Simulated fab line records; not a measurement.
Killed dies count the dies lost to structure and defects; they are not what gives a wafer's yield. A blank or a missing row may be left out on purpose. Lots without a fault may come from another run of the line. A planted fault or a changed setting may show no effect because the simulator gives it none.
Code-filled problem report in 8D (eight disciplines) form / flow sky130 / the parts of the form that need people (team, actions taken, sign-off) are left out

## 1. THE PROBLEM
CAPM_CVD_00_THK at SKY_CAPM_THK_MEAS_01 reads a mean of 13.55 nm on 9 wafers of 3 lots; wafers without a fault read 15.47 nm with a standard deviation of 0.27. Measured from the usual mean, that is -7.1 standard deviations.
Earliest sighting: wafer L735.2 on film_metro-01 at day 39 11:54. At this step, 33 wafers from 11 lots have a number in the record. Rule for "out" (also "out of limits"): further than 4 standard deviations from the usual mean. Any other wafer with a number is counted as sound.

## 2. WHAT IT IS, WHAT IT ISN'T
question=which readings at this step | is=CAPM_CVD_00_THK | is not=-
question=which lots | is=L735, L736, L738 | is not=L725, L729, L731, L733, L737, L744, L745, L746
question=which wafers of those lots | is=all that have a number | is not=-
question=read on which gauges | is=film_metro-01, film_metro-04 | is not=film_metro-02
question=when | is=from day 39 11:54 | is not=up to then (12 sound wafers); but 12 sound wafers of L737, L744, L745, L746 came after

## 3. SUSPECTS, AND WHAT RULES EACH OUT
Counting: a tool at any process step up to the reading remains a suspect when it ran all the lots that are out and ran no sound lot after the first of those.
- ruled out: the gauge at SKY_CAPM_THK_MEAS_01. The wafers that are out were read on 2 gauges (film_metro-01, film_metro-04).
- pecvd-04 at SKY_CAPM_CVD_00 (deposits SiO2, target thk 15.5 nm): kept. It processed each lot that is out, first L735 at day 39 11:52, and no sound lot thereafter; up to then, the last sound lot it processed was L731 at day 38 04:55.
Remaining after the count: pecvd-04 at SKY_CAPM_CVD_00.

## 4. THE CAUSE (what the simulator had put in)
Site profile drift: pecvd-04, from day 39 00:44 on, at SKY_CAPM_CVD_00. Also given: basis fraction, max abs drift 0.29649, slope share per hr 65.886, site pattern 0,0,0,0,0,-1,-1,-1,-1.
The count eliminated every tool but this one.

## 5. SEQUENCE OF EFFECTS, ordered by route
Each row: a reading whose mean over the struck wafers that have a number lies more than 3 standard deviations from the usual. Scope: only readings with a usual standard deviation given in the record; hours: median across lots of the time from each lot's start at the first step in this table that gives one to its start at this step; sigmas: change in usual standard deviations.
hours=0; step=SKY_CAPM_THK_MEAS_01; reading=CAPM_CVD_00_THK; usual=15.47 nm; on struck wafers=13.55; change=-1.92; sigmas=-7.1
hours=49; step=SKY_METAL3_ETCH_17; reading=oes_product_au; usual=0.754 a.u.; on struck wafers=0.706; change=-0.048; sigmas=-6.2
Here are the process steps it includes:
- SKY_METAL3_ETCH_17: etches SiO2 in C4F8/O2/Ar, stops on TiN, time 3.9 s, target depth 15 nm.

## 6. HOW IT WOULD HAVE BEEN CAUGHT EARLIER
The first out-of-limits reading at a measuring or inspecting step in this record came at day 39 11:54, 11 hours after the fault's start at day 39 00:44.
Of the tool readings at SKY_CAPM_CVD_00 for which the record gives a usual standard deviation, none was out on any struck wafer, so an alarm limit of 4 standard deviations on them would not have fired.
L736, L738, from the lots that are out (3), started SKY_CAPM_CVD_00 on pecvd-04 later than day 39 11:54. A hold on the tool at that time would have spared those 2.
